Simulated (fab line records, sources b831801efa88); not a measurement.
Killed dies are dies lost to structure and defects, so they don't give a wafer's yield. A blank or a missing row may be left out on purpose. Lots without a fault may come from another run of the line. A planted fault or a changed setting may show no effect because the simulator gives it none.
fab line records | flow sky130
record lots=7 wafers=21 last_day=50
route steps=708 shown VIA4@660 METAL5@661 PAD_OPEN@708
lots that met no fault: from a run of the same line without faults
start_h: hours from the record's first day to the start of the lot's first wafer shown | wait_h: hours since the lot's step before | " the same as in the row above | L1.1+2: a row that stands for several wafers | - no value, or no start given | * or withheld: withheld | < > ~ a bound
route shown NAME@n: a module of which the file shows steps, and the number in the route of the first | usual: mean/standard deviation of fault-free wafers | same: alike in all rows | chamber/n: place in a boat | sites: the reading at each site | _std_site: their standard deviation | _edge_site: outer sites' mean less inner sites' | radius_mm: how far each site lies from the wafer's centre | mask NAME#n: copy n | behind: the tool/chamber that last shaped the wafer | hold: why the lot was held/for how many hours/how that ended | device: the transistor (n, p or np) that didn't switch | end of line: the same wafers' tests at the end of the route | a step without rows: its recipe alone | killed: dies lost to structure and defects at the first sort, not the wafer's yield | map: a wafer's dies, x killed, . not, _ none there
set.NAME: the setting as run; set.NAME@STEP: as run at that earlier step | model.NAME: the simulator's own value behind a step, which no gauge read
lots at some steps of the route; a table a step, a row a wafer
services: from which hour (start_h, from the record's first day; less than 0 if before it) a tool's chamber was out of use, for how many hours, and why
## steps
# step SKY_VIA4_CMP_21
# recipe stop_on=SiO2 t_overpolish_s=25 down_force_psi=3.5 platen_rpm=60 target_thk_nm=0 pad_velocity_m_s=0.94248
# usual motor_current_A=11.1/0.8 overpolish_run_s=24.999/0.009 time_to_endpoint_s=122/4.3
# columns lot.wafer tool chamber start_h wait_h motor_current_A overpolish_run_s time_to_endpoint_s
L808.3 cmp-02 2 1006.26 0.0 11.7 25.000 128
L808.1 " 3 " " 12.4 24.993 128
L808.2 " 0 " " 12.5 25.013 135
L814.3 cmp-01 2 1065.13 0.0 10.8 25.000 121
L814.4 " 3 " " 11.0 25.002 122
L814.2 " 0 " " 9.6 25.014 120
L816.1 cmp-02 2 1071.48 0.1 10.3 24.994 118
L816.4 " 3 " " 12.7 25.013 121
L816.5 " 1 " " 10.9 24.992 125
L817.2 cmp-02 2 1074.53 0.1 11.3 25.003 118
L817.1 " 3 " " 12.0 24.994 122
L817.6 " 1 " " 10.8 24.986 116
L827.2 cmp-01 3 1130.35 0.0 11.7 25.000 119
L827.3 " 1 " " 12.5 24.982 118
L827.5 " 3 " " 11.9 24.992 120
L828.1 cmp-02 3 1136.44 0.1 12.6 25.000 124
L828.6 " 2 " " 10.8 25.015 123
L828.5 " 3 " " 11.3 25.000 122
L831.3 cmp-02 1 1146.03 0.1 11.0 25.005 128
L831.5 " 3 " " 12.2 25.008 124
L831.6 " 0 " " 12.5 24.996 133
# step SKY_METAL5_SPUTTER_00
# recipe material=Ti target_thk_nm=15 power_w=3000 time_s=10 chamber_pressure_pa=0.4
# step SKY_METAL5_SPUTTER_01
# recipe material=TiN target_thk_nm=20 power_w=6500 time_s=16.7 chamber_pressure_pa=0.4
# usual cathode_dc_power_W=6499.8/1.2 throttle_valve_pct=30.2/0.84
# columns lot.wafer tool chamber start_h wait_h cathode_dc_power_W throttle_valve_pct
L808.1 pvd_sputter-01 - 1006.58 0.0 6497.6 29.4
L808.2 " - " " 6501.1 30.0
L808.3 " - " " 6501.5 30.6
L814.2 pvd_sputter-01 - 1065.45 0.0 6499.6 29.1
L814.3 " - " " 6500.2 32.1
L814.4 " - " " 6498.4 29.9
L816.1 pvd_sputter-04 - 1071.75 0.0 6500.2 29.8
L816.4 " - " " 6500.8 30.6
L816.5 " - " " 6499.4 30.7
L817.1 pvd_sputter-04 - 1074.81 0.0 6501.4 30.6
L817.2 " - " " 6498.5 30.2
L817.6 " - " " 6499.9 29.5
L827.2 pvd_sputter-01 - 1130.67 0.0 6500.7 30.2
L827.3 " - " " 6499.8 32.2
L827.5 " - " " 6498.0 30.7
L828.1 pvd_sputter-04 - 1136.72 0.0 6500.7 30.4
L828.5 " - " " 6499.9 30.6
L828.6 " - " " 6500.9 30.2
L831.3 pvd_sputter-04 - 1146.25 0.0 6499.7 30.3
L831.5 " - " " 6498.0 29.8
L831.6 " - " " 6501.0 30.2
# step SKY_METAL5_SPUTTER_02
# recipe material=AlCu target_thk_nm=1150 power_w=10600 time_s=61.2 chamber_pressure_pa=0.4
# usual cathode_dc_power_W=10600/1.9 throttle_valve_pct=30.2/0.84
# columns lot.wafer tool chamber start_h wait_h cathode_dc_power_W throttle_valve_pct
L808.1 pvd_sputter-01 - 1006.60 0.0 10600 29.2
L808.2 " - " " 10600 29.8
L808.3 " - " " 10599 31.0
L814.2 pvd_sputter-01 - 1065.48 0.0 10598 29.3
L814.3 " - " " 10598 32.2
L814.4 " - " " 10601 29.7
L816.1 pvd_sputter-04 - 1071.78 0.0 10599 29.8
L816.4 " - " " 10605 31.0
L816.5 " - " " 10598 30.7
L817.1 pvd_sputter-04 - 1074.83 0.0 10597 30.7
L817.2 " - " " 10598 30.3
L817.6 " - " " 10602 29.5
L827.2 pvd_sputter-01 - 1130.69 0.0 10605 29.8
L827.3 " - " " 10600 32.1
L827.5 " - " " 10603 30.7
L828.1 pvd_sputter-04 - 1136.74 0.0 10598 30.3
L828.5 " - " " 10596 31.0
L828.6 " - " " 10599 30.3
L831.3 pvd_sputter-04 - 1146.28 0.0 10599 30.5
L831.5 " - " " 10599 29.9
L831.6 " - " " 10600 30.1
# step SKY_METAL5_SPUTTER_03
# recipe material=Ti target_thk_nm=5 power_w=3000 time_s=3.3 chamber_pressure_pa=0.4
# usual cathode_dc_power_W=2999.9/0.5 throttle_valve_pct=30.2/0.87
# columns lot.wafer tool chamber start_h wait_h cathode_dc_power_W throttle_valve_pct
L808.1 pvd_sputter-01 - 1006.65 0.0 3000.1 29.1
L808.2 " - " " 2999.5 29.8
L808.3 " - " " 3000.1 30.8
L814.2 pvd_sputter-01 - 1065.53 0.0 3000.5 29.1
L814.3 " - " " 2999.8 32.4
L814.4 " - " " 3000.0 29.7
L816.1 pvd_sputter-04 - 1071.83 0.0 2999.4 29.9
L816.4 " - " " 3000.0 31.0
L816.5 " - " " 3000.6 30.8
L817.1 pvd_sputter-04 - 1074.88 0.0 3000.0 30.6
L817.2 " - " " 2999.6 30.5
L817.6 " - " " 2999.8 29.3
L827.2 pvd_sputter-01 - 1130.74 0.0 3000.3 29.8
L827.3 " - " " 3000.5 32.2
L827.5 " - " " 2999.8 30.7
L828.1 pvd_sputter-04 - 1136.79 0.0 3000.1 30.3
L828.5 " - " " 2999.9 30.6
L828.6 " - " " 2999.4 30.2
L831.3 pvd_sputter-04 - 1146.33 0.0 3000.4 30.1
L831.5 " - " " 2999.8 29.8
L831.6 " - " " 3000.7 29.9
# step SKY_METAL5_SPUTTER_04
# recipe material=TiN target_thk_nm=70 power_w=6500 time_s=58.3 chamber_pressure_pa=0.4
# usual cathode_dc_power_W=6500.0/1.3 throttle_valve_pct=30.2/0.85
# columns lot.wafer tool chamber start_h wait_h cathode_dc_power_W throttle_valve_pct
L808.1 pvd_sputter-01 - 1006.67 0.0 6499.5 29.1
L808.2 " - " " 6500.0 29.7
L808.3 " - " " 6498.8 30.8
L814.2 pvd_sputter-01 - 1065.55 0.0 6503.5 29.1
L814.3 " - " " 6499.9 32.2
L814.4 " - " " 6501.0 30.0
L816.1 pvd_sputter-04 - 1071.85 0.0 6498.7 29.7
L816.4 " - " " 6499.0 30.6
L816.5 " - " " 6499.5 30.7
L817.1 pvd_sputter-04 - 1074.90 0.0 6499.5 30.7
L817.2 " - " " 6501.3 30.1
L817.6 " - " " 6499.8 29.5
L827.2 pvd_sputter-01 - 1130.76 0.0 6498.9 30.2
L827.3 " - " " 6499.5 32.1
L827.5 " - " " 6501.5 30.7
L828.1 pvd_sputter-04 - 1136.81 0.0 6499.0 30.2
L828.5 " - " " 6498.8 30.6
L828.6 " - " " 6500.0 30.5
L831.3 pvd_sputter-04 - 1146.35 0.0 6500.1 30.1
L831.5 " - " " 6501.0 29.9
L831.6 " - " " 6501.4 30.2
# step SKY_METAL5_RS_MEAS_05
# recipe thk_meas_gauge=four-point-probe reads=TiN_of_METAL5_SPUTTER_04+Ti_of_METAL5_SPUTTER_03+AlCu_of_METAL5_SPUTTER_02+TiN_of_METAL5_SPUTTER_01+Ti_of_METAL5_SPUTTER_00
# usual METAL5_ALCU_RS=0.027/0.00024
# columns lot.wafer tool chamber start_h wait_h METAL5_ALCU_RS[ohm/sq]
L808.1 film_metro-03 - 1006.72 0.0 0.02724
L808.2 " - " " 0.02703
L808.3 " - " " 0.02707
L814.2 film_metro-02 - 1065.61 0.0 0.02669
L814.3 " - " " 0.02684
L814.4 " - " " 0.02674
L816.1 film_metro-02 - 1071.90 0.0 0.02705
L816.4 " - " " 0.02677
L816.5 " - " " 0.02712
L817.1 film_metro-04 - 1074.95 0.0 0.02685
L817.2 " - " " 0.02684
L817.6 " - " " 0.02695
L827.2 film_metro-02 - 1130.83 0.0 0.02726
L827.3 " - " " 0.02733
L827.5 " - " " 0.02718
L828.1 film_metro-02 - 1136.86 0.0 0.02777
L828.5 " - " " 0.02745
L828.6 " - " " 0.02776
L831.3 film_metro-03 - 1146.44 0.1 0.02685
L831.5 " - " " 0.027
L831.6 " - " " 0.02709
# step SKY_METAL5_THK_MEAS_06
# recipe thk_meas_gauge=xrf reads=AlCu_of_METAL5_SPUTTER_02
# usual METAL5_ALCU_THK=1151/11
# columns lot.wafer tool chamber start_h wait_h METAL5_ALCU_THK[nm]
L808.1 film_metro-03 - 1006.84 0.1 1141
L808.2 " - " " 1142
L808.3 " - " " 1134
L814.2 film_metro-02 - 1065.72 0.1 1161
L814.3 " - " " 1154
L814.4 " - " " 1162
L816.1 film_metro-02 - 1072.02 0.1 1144
L816.4 " - " " 1154
L816.5 " - " " 1139
L817.1 film_metro-04 - 1075.07 0.1 1156
L817.2 " - " " 1159
L817.6 " - " " 1154
L827.2 film_metro-02 - 1130.94 0.1 1153
L827.3 " - " " 1145
L827.5 " - " " 1145
L828.1 film_metro-02 - 1136.98 0.1 1127
L828.5 " - " " 1137
L828.6 " - " " 1133
L831.3 film_metro-03 - 1146.54 0.1 1151
L831.5 " - " " 1157
L831.6 " - " " 1139
# step SKY_METAL5_DEHYDRATE_07
# recipe temp_c=200 time_s=60
# step SKY_METAL5_HMDS_08
# recipe prime_time_s=60 prime_temp_c=120
# step SKY_METAL5_COAT_09
# recipe resist=NOVOLAK spin_rpm=3000 resist_thk_nm=1800
# step SKY_METAL5_SOFTBAKE_10
# recipe temp_c=90 time_s=60 resist=NOVOLAK
# step SKY_METAL5_EXPOSE_11
# recipe mask_id=MM5 na=0.6 source_shape=conventional sigma_outer=0.6 polarization=unpolarized target_cd_nm=1600 dose_mj=190
# columns lot.wafer tool chamber start_h wait_h mask model.METAL5.overlay_x_nm
L808.1+2+3 iline_stepper-01 0 1018.36 - MM5#0 1.432
L814.2+3+4 iline_stepper-01 0 1076.25 - MM5#0 529
L816.1+4+5 iline_stepper-01 0 1082.28 - MM5#0 529.7
L817.1+2+6 iline_stepper-01 0 1085.50 - MM5#0 528.9
L827.2+3+5 iline_stepper-02 0 1140.51 - MM5#0 1.152
L828.1+5+6 iline_stepper-02 0 1145.49 - MM5#0 0.4066
L831.3+5+6 iline_stepper-02 0 1155.82 - MM5#0 -0.4417
# step SKY_METAL5_PEB_12
# recipe temp_c=withheld time_s=* resist=NOVOLAK
# step SKY_PAD_OPEN_PROBE_99
# usual defect_limited_yield=82.5/2 killed_at_M0_to_M3=44/7 killed_at_M4_up=3.0/1.7 killed_at_contacts=24/5.2 killed_at_front_end=15/4.8 killed_at_other=0.2/0.56 killed_dies=86/9.7 killed_open=47/7.1 killed_short=39/6.3 sort_bin_3_pad_short=0.9/0.4 sort_bin_5_function=10.3/1.6 sort_bin_6_memory=6.3/1.2 sort_n_pass=406/9.7 sort_yield_pct=82.5/2
# same gross_dies=492 killed_at_back_side=0 sort_bin_4_leakage[%]=0 sort_bin_8_speed[%]=0
# columns lot.wafer tool chamber start_h wait_h defect_limited_yield[%] killed_at_M0_to_M3 killed_at_M4_up killed_at_contacts killed_at_front_end killed_at_other killed_dies killed_open killed_short sort_bin_3_pad_short[%] sort_bin_5_function[%] sort_bin_6_memory[%] sort_n_pass sort_yield_pct[%] model.etest.via4_chain.rc_ohm
L808.1 prober-02 - 1077.94 0.1 79.5 55 3 24 19 0 101 49 51 0.6 13.6 6.3 391 79.5 0.8107
L808.2 prober-02 - 1077.99 0.1 80.9 53 2 20 19 0 94 58 36 0.8 11.0 7.3 398 80.9 0.8305
L808.3 prober-02 - 1078.04 0.2 81.9 52 2 16 19 0 89 53 34 1.0 10.0 7.1 403 81.9 0.7868
L814.2 prober-01 - 1130.13 0.1 86.2 38 3 18 8 1 68 35 33 0.4 8.5 4.9 424 86.2 0.9815
L814.3 prober-01 - 1130.18 0.2 83.3 42 0 22 18 0 82 34 48 1.0 10.8 4.9 410 83.3 0.9157
L814.4 prober-01 - 1130.23 0.2 82.3 40 2 35 10 0 87 42 45 1.6 10.2 5.9 405 82.3 1.006
L816.1 prober-02 - 1137.29 0.1 81.9 54 3 16 16 0 89 43 46 1.4 9.6 7.1 403 81.9 1.02
L816.4 prober-02 - 1137.44 0.2 86.0 43 1 15 10 0 69 33 36 0.6 8.3 5.1 423 86.0 1.008
L816.5 prober-02 - 1137.49 0.2 83.7 42 2 22 14 0 80 44 36 0.8 9.8 5.7 412 83.7 1.003
L817.1 prober-01 - 1139.41 0.1 80.5 38 4 32 22 0 96 54 42 0.8 12.2 6.5 396 80.5 0.9678
L817.2 prober-01 - 1139.46 0.1 84.6 30 1 27 18 0 76 47 29 1.2 9.3 4.9 416 84.6 0.9609
L817.6 prober-01 - 1139.66 0.2 81.5 41 2 27 21 0 91 51 40 0.8 12.0 5.7 401 81.5 1.056
L827.2 prober-01 - 1187.80 0.1 79.1 47 2 30 23 1 103 64 37 0.2 12.0 8.7 389 79.1 0.778
L827.3 prober-01 - 1187.85 0.2 82.7 39 3 26 17 0 85 45 40 0.4 11.0 5.9 407 82.7 0.8027
L827.5 prober-01 - 1187.95 0.2 84.8 37 3 18 17 0 75 34 41 0.8 7.9 6.5 417 84.8 0.8117
L828.1 prober-01 - 1192.08 0.1 79.7 54 4 25 17 0 100 52 48 0.4 11.0 8.9 392 79.7 0.8028
L828.5 prober-01 - 1192.28 0.2 80.7 40 1 32 22 0 95 58 37 0.8 11.4 7.1 397 80.7 0.806
L828.6 prober-01 - 1192.33 0.2 81.3 63 1 24 4 0 92 52 40 0.4 11.2 7.1 400 81.3 0.7598
L831.3 prober-02 - 1200.14 0.2 78.3 47 3 39 18 0 107 55 51 1.0 13.8 6.9 385 78.3 0.7962
L831.5 prober-02 - 1200.24 0.2 83.5 50 0 16 15 0 81 43 38 0.8 10.6 5.1 411 83.5 0.7976
L831.6 prober-02 - 1200.29 0.2 82.9 43 1 24 16 0 84 44 38 0.8 9.3 6.9 408 82.9 0.7514
# killed by level:class
L808.1 FIELD_ISO:geometric_particle:short=10 VIA1:geometric_particle:open=9 VIA1:geometric_particle:short=8 FIELD_ISO:geometric_particle:open=7 LI_CONTACT:geometric_particle:open=7 CONTACT:geometric_particle:open=7 VIA2:geometric_particle:open=7 METAL2:geometric_particle:short=7
L808.2 VIA1:geometric_particle:open=12 VIA2:geometric_particle:open=11 CONTACT:geometric_particle:open=9 METAL1:geometric_particle:short=7 FIELD_ISO:geometric_particle:open=6 VIA1:geometric_particle:short=6 POLY_GATE:geometric_particle:open=5 METAL2:geometric_particle:short=5
L808.3 VIA1:geometric_particle:open=13 VIA2:geometric_particle:open=9 METAL2:geometric_particle:short=8 CONTACT:geometric_particle:open=7 POLY_GATE:geometric_particle:open=6 METAL1:geometric_particle:short=5 FIELD_ISO:geometric_particle:open=4 LI_CONTACT:geometric_particle:open=4
L814.2 CONTACT:geometric_particle:open=7 CONTACT:geometric_particle:short=7 VIA1:geometric_particle:open=7 VIA2:geometric_particle:open=7 METAL1:geometric_particle:short=6 METAL3:geometric_particle:short=5 VIA1:geometric_particle:short=4 VIA3:geometric_particle:open=4
L814.3 VIA1:geometric_particle:short=10 FIELD_ISO:geometric_particle:short=6 VIA1:geometric_particle:open=6 VIA3:geometric_particle:open=6 VIA2:geometric_particle:open=6 LI_CONTACT:geometric_particle:open=5 CONTACT:geometric_particle:open=5 VIA2:geometric_particle:short=5
L814.4 LI_CONTACT:geometric_particle:open=12 CONTACT:geometric_particle:open=9 METAL1:geometric_particle:short=6 VIA1:geometric_particle:short=6 VIA1:geometric_particle:open=6 LOCAL_INTERCONNECT:geometric_particle:short=5 METAL2:geometric_particle:short=5 LI_CONTACT:geometric_particle:short=4
L816.1 VIA1:geometric_particle:open=14 METAL2:geometric_particle:short=9 VIA3:geometric_particle:open=8 CONTACT:geometric_particle:open=7 FIELD_ISO:geometric_particle:short=6 LOCAL_INTERCONNECT:geometric_particle:short=5 VIA2:geometric_particle:open=5 POLY_GATE:geometric_particle:open=4
L816.4 METAL2:geometric_particle:short=11 CONTACT:geometric_particle:open=8 VIA1:geometric_particle:open=7 POLY_GATE:geometric_particle:short=5 VIA2:geometric_particle:open=5 CONTACT:geometric_particle:short=4 POLY_GATE:geometric_particle:open=3 METAL1:geometric_particle:short=3
L816.5 CONTACT:geometric_particle:open=12 VIA1:geometric_particle:open=8 METAL2:geometric_particle:short=6 POLY_GATE:geometric_particle:open=5 METAL1:geometric_particle:short=5 METAL3:geometric_particle:short=5 VIA3:geometric_particle:open=4 LI_CONTACT:geometric_particle:open=4
L817.1 VIA1:geometric_particle:open=13 CONTACT:geometric_particle:open=12 METAL2:geometric_particle:short=9 FIELD_ISO:geometric_particle:open=7 CONTACT:geometric_particle:short=6 LI_CONTACT:geometric_particle:open=5 FIELD_ISO:geometric_particle:short=4 POLY_GATE:geometric_particle:short=4
L817.2 CONTACT:geometric_particle:open=12 VIA1:geometric_particle:open=9 FIELD_ISO:geometric_particle:open=6 LI_CONTACT:geometric_particle:open=6 VIA2:geometric_particle:open=5 FIELD_ISO:geometric_particle:short=4 VIA1:geometric_particle:short=4 POLY_GATE:geometric_particle:open=4
L817.6 VIA1:geometric_particle:open=11 POLY_GATE:geometric_particle:open=8 CONTACT:geometric_particle:short=8 CONTACT:geometric_particle:open=8 LI_CONTACT:geometric_particle:open=6 VIA2:geometric_particle:open=6 FIELD_ISO:geometric_particle:open=5 VIA3:geometric_particle:open=5
L827.2 VIA3:geometric_particle:open=12 VIA1:geometric_particle:open=12 CONTACT:geometric_particle:open=8 FIELD_ISO:geometric_particle:open=7 LI_CONTACT:geometric_particle:open=7 CONTACT:geometric_particle:short=7 VIA2:geometric_particle:open=6 POLY_GATE:geometric_particle:open=5
L827.3 VIA1:geometric_particle:open=10 FIELD_ISO:geometric_particle:open=7 LI_CONTACT:geometric_particle:open=7 METAL2:geometric_particle:short=7 LI_CONTACT:geometric_particle:short=5 LOCAL_INTERCONNECT:geometric_particle:short=5 CONTACT:geometric_particle:open=5 METAL1:geometric_particle:short=5
L827.5 VIA1:geometric_particle:open=11 FIELD_ISO:geometric_particle:short=6 LI_CONTACT:geometric_particle:open=5 CONTACT:geometric_particle:short=5 METAL1:geometric_particle:short=5 VIA1:geometric_particle:short=5 FIELD_ISO:geometric_particle:open=4 VIA3:geometric_particle:short=4
L828.1 VIA1:geometric_particle:open=14 CONTACT:geometric_particle:open=11 VIA3:geometric_particle:open=7 METAL1:geometric_particle:short=6 METAL3:geometric_particle:short=6 FIELD_ISO:geometric_particle:short=5 LI_CONTACT:geometric_particle:open=5 METAL2:geometric_particle:short=5
L828.5 CONTACT:geometric_particle:open=12 VIA1:geometric_particle:open=11 FIELD_ISO:geometric_particle:open=9 LI_CONTACT:geometric_particle:open=9 POLY_GATE:geometric_particle:short=7 CONTACT:geometric_particle:short=6 VIA3:geometric_particle:open=6 METAL1:geometric_particle:short=5
L828.6 VIA1:geometric_particle:open=15 CONTACT:geometric_particle:open=13 VIA3:geometric_particle:open=10 VIA1:geometric_particle:short=8 METAL2:geometric_particle:short=7 METAL1:geometric_particle:short=6 VIA2:geometric_particle:short=6 VIA2:geometric_particle:open=6
L831.3 CONTACT:geometric_particle:open=11 LI_CONTACT:geometric_particle:open=9 CONTACT:geometric_particle:short=9 VIA1:geometric_particle:open=9 METAL1:geometric_particle:short=8 VIA3:geometric_particle:open=7 VIA2:geometric_particle:open=5 LOCAL_INTERCONNECT:geometric_particle:short=4
L831.5 VIA3:geometric_particle:open=10 METAL1:geometric_particle:short=7 VIA2:geometric_particle:open=7 CONTACT:geometric_particle:open=6 VIA1:geometric_particle:short=5 VIA1:geometric_particle:open=5 METAL2:geometric_particle:short=5 FIELD_ISO:geometric_particle:open=4
L831.6 VIA2:geometric_particle:open=8 VIA3:geometric_particle:open=6 LI_CONTACT:geometric_particle:open=6 LOCAL_INTERCONNECT:geometric_particle:short=6 CONTACT:geometric_particle:open=5 VIA1:geometric_particle:short=5 VIA1:geometric_particle:open=5 FIELD_ISO:geometric_particle:open=4
## services
# columns tool chamber start_h hours kind
pvd_sputter-04 - 992.93 1.3 repair
cmp-02 - 993.62 0.6 repair
iline_stepper-02 - 1001.31 1.7 pm
iline_stepper-02 0 1033.55 - calibration
cmp-02 - 1041.12 4.7 pm
iline_stepper-01 0 1045.96 - calibration
pvd_sputter-04 - 1049.80 10.7 repair
pvd_sputter-04 - 1066.53 0.6 repair
cmp-01 - 1084.11 4.0 pm
cmp-01 - 1088.11 - consumable_replace:conditioner
cmp-01 - 1088.11 - consumable_replace:pad
cmp-02 - 1096.43 2.5 repair
pvd_sputter-04 - 1122.99 1.6 repair
pvd_sputter-01 - 1128.82 1.4 repair
cmp-01 - 1151.77 1.3 repair
## key
first_sign none at tools or gauges
model_effect step=SKY_METAL5_EXPOSE_11 value=METAL5.overlay_x_nm without=0.0446 struck=529.2
model_effect step=SKY_PAD_OPEN_PROBE_99 value=etest.via4_chain.rc_ohm without=0.7888 struck=0.991
met_at SKY_METAL5_EXPOSE_11
struck_wafers L814.2,L814.3,L814.4,L816.1,L816.4,L816.5,L817.1,L817.2,L817.6
onset_between 1018.36 1076.25
fault kind=scanner_matching_overlay tool=iline_stepper-01 chamber=- onset_h=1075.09 steps=SKY_METAL5_EXPOSE_11 offset=529.18
